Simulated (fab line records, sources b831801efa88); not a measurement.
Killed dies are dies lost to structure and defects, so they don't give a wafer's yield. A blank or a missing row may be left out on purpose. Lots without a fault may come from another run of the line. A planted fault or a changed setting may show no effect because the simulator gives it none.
Problem report in the 8D (eight disciplines) form, filled by code | flow sky130 | the parts of the form that need people (team, actions taken, sign-off) are left out

1. THE PROBLEM
plate_temp_C at SKY_METAL1_SOFTBAKE_11 reads a mean of 101.43 C on 6 wafers of 2 lots; wafers without a fault read 100.00 C with a standard deviation of 0.12. That is +12 standard deviations from the usual mean.
The step: time 90 s.
First seen on wafer L494.2, day 37 15:00, on litho_track-02. The record holds 36 wafers of 12 lots with a number at this step. Rule for "out", or "out of limits": more than 4 standard deviations from the usual mean. The other wafers with a number count as sound.

2. WHAT IT IS AND WHAT IT IS NOT
question                    | is                                 | is not
which readings at this step | plate_temp_C, heater_power_total_W | -
which lots                  | L494, L498                         | L481, L482, L483, L484, L485, L486, L488, L499, L500, L501
which wafers of those lots  | all that have a number             | -
read on which tools         | litho_track-02                     | litho_track-04
when                        | from day 37 15:00                  | up to then (21 sound wafers); but 9 sound wafers of L499, L500, L501 came after

3. SUSPECTS, AND WHAT RULES EACH OUT
Counting: a tool at a process step up to the reading stays a suspect if it ran every lot that is out and no sound lot after the first of them.
- litho_track-02 at SKY_METAL1_SOFTBAKE_11 (time 90 s): kept. It ran every lot that is out, first L494 (day 37 15:00), and no sound lot after that; its last sound lot up to then is L488 (day 35 22:00). Its own readings are out on those wafers: heater_power_total_W, plate_temp_C.
Left after counting: litho_track-02 at SKY_METAL1_SOFTBAKE_11.

4. THE CAUSE (what the simulator had put in)
Process parameter drift: litho_track-02, from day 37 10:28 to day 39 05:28, at SKY_METAL1_SOFTBAKE_11. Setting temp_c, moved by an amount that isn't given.
Counting left only this tool.

5. THE CHAIN OF EFFECTS, in route order
Each row: a reading whose mean over the struck wafers that have a number lies more than 3 standard deviations from the usual. Only readings for which the record gives a usual standard deviation are gone through. hours: the time from each lot's start at the first step in this table that gives one to its start at this step, as a median over the lots. sigmas: the change in usual standard deviations.
hours | step                   | reading              | usual    | on struck wafers | change | sigmas
0     | SKY_METAL1_SOFTBAKE_11 | heater_power_total_W | 57.36 W  | 58.49            | +1.13  | +9.4
0     | SKY_METAL1_SOFTBAKE_11 | plate_temp_C         | 100.00 C | 101.43           | +1.43  | +12
The process steps in it:
- SKY_METAL1_SOFTBAKE_11: time 90 s.

6. WHAT WOULD HAVE CAUGHT IT SOONER
In this record the first reading out of limits was taken at day 37 15:00, 5 hours after the fault began at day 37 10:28.
